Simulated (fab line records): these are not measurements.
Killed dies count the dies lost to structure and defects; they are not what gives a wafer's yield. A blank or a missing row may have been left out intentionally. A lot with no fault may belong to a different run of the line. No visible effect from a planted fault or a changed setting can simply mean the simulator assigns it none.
Chamber matching / flow sky130 / hdpcvd-02 running SKY_VIA2_HDPCVD_00: 3 sister chambers
The step deposits SiO2, target thk 1180 nm, time 196.7 s. 14 wafers are shown with their chamber, then 7 later ones without.

== WAFERS WITH THEIR CHAMBER ==
wafer=L396.2; chamber=2; runLengthS (s)=224.7; pressureMtorr (mTorr)=5.997
wafer=L396.3; chamber=1; runLengthS (s)=225.3; pressureMtorr (mTorr)=5.998
wafer=L396.5; chamber=1; runLengthS (s)=225.7; pressureMtorr (mTorr)=5.979
wafer=L399.2; chamber=1; runLengthS (s)=225.0; pressureMtorr (mTorr)=6.011
wafer=L399.3; chamber=2; runLengthS (s)=225.3; pressureMtorr (mTorr)=5.995
wafer=L399.5; chamber=1; runLengthS (s)=225.3; pressureMtorr (mTorr)=6.005
wafer=L402.1; chamber=1; runLengthS (s)=226.1; pressureMtorr (mTorr)=6.004
wafer=L402.2; chamber=0; runLengthS (s)=224.3; pressureMtorr (mTorr)=6.003
wafer=L402.4; chamber=1; runLengthS (s)=225.3; pressureMtorr (mTorr)=6.017
wafer=L410.3; chamber=2; runLengthS (s)=224.9; pressureMtorr (mTorr)=6.007
wafer=L410.4; chamber=2; runLengthS (s)=225.2; pressureMtorr (mTorr)=6.011
wafer=L410.6; chamber=0; runLengthS (s)=224.4; pressureMtorr (mTorr)=6.002
wafer=L411.1; chamber=1; runLengthS (s)=225.0; pressureMtorr (mTorr)=5.986
wafer=L411.2; chamber=0; runLengthS (s)=224.7; pressureMtorr (mTorr)=6.012

SIGNATURES, as means of the wafers listed above
reading=runLengthS; chamber 0=224.467; chamber 1=225.386; chamber 2=225.025; scatter within a chamber=0.336
reading=pressureMtorr; chamber 0=6.00567; chamber 1=6.00000; chamber 2=6.00250; scatter within a chamber=0.011
Rule: for each reading, subtract the chamber's mean from the wafer's reading, divide by that reading's scatter and square the result; add these up over the readings and take the root, which gives the wafer's distance from the chamber. The wafer belongs to the nearest chamber; if the next one is less than 2 further off, it can't be placed. The scatter: take each reading less its chamber's mean, square it, sum over the shown wafers, divide by the number of wafers less the number of chambers, and take the root.

== WAFERS WHOSE CHAMBER IS MISSING ==
wafer=L411.3; runLengthS (s)=224.7; pressureMtorr (mTorr)=5.989
wafer=L412.4; runLengthS (s)=225.4; pressureMtorr (mTorr)=6.002
wafer=L412.5; runLengthS (s)=224.7; pressureMtorr (mTorr)=5.974
wafer=L412.6; runLengthS (s)=224.3; pressureMtorr (mTorr)=5.988
wafer=L416.3; runLengthS (s)=225.2; pressureMtorr (mTorr)=5.997
wafer=L416.5; runLengthS (s)=224.6; pressureMtorr (mTorr)=5.991
wafer=L416.6; runLengthS (s)=225.3; pressureMtorr (mTorr)=5.994

== WHICH CHAMBER EACH WENT THROUGH ==
wafer=L411.3; from the rows above=can't be placed: 2 or 0 or 1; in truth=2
wafer=L412.4; from the rows above=can't be placed: 1 or 2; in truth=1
wafer=L412.5; from the rows above=can't be placed: 2 or 0 or 1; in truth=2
wafer=L412.6; from the rows above=can't be placed: 0 or 2 or 1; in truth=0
wafer=L416.3; from the rows above=can't be placed: 1 or 2 or 0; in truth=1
wafer=L416.5; from the rows above=can't be placed: 0 or 2 or 1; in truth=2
wafer=L416.6; from the rows above=can't be placed: 1 or 2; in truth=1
Correct placement for 0 of the 7. Cannot be placed on the basis of these rows: 7; the candidates contain the true chamber in 7. 0 placed wrongly.
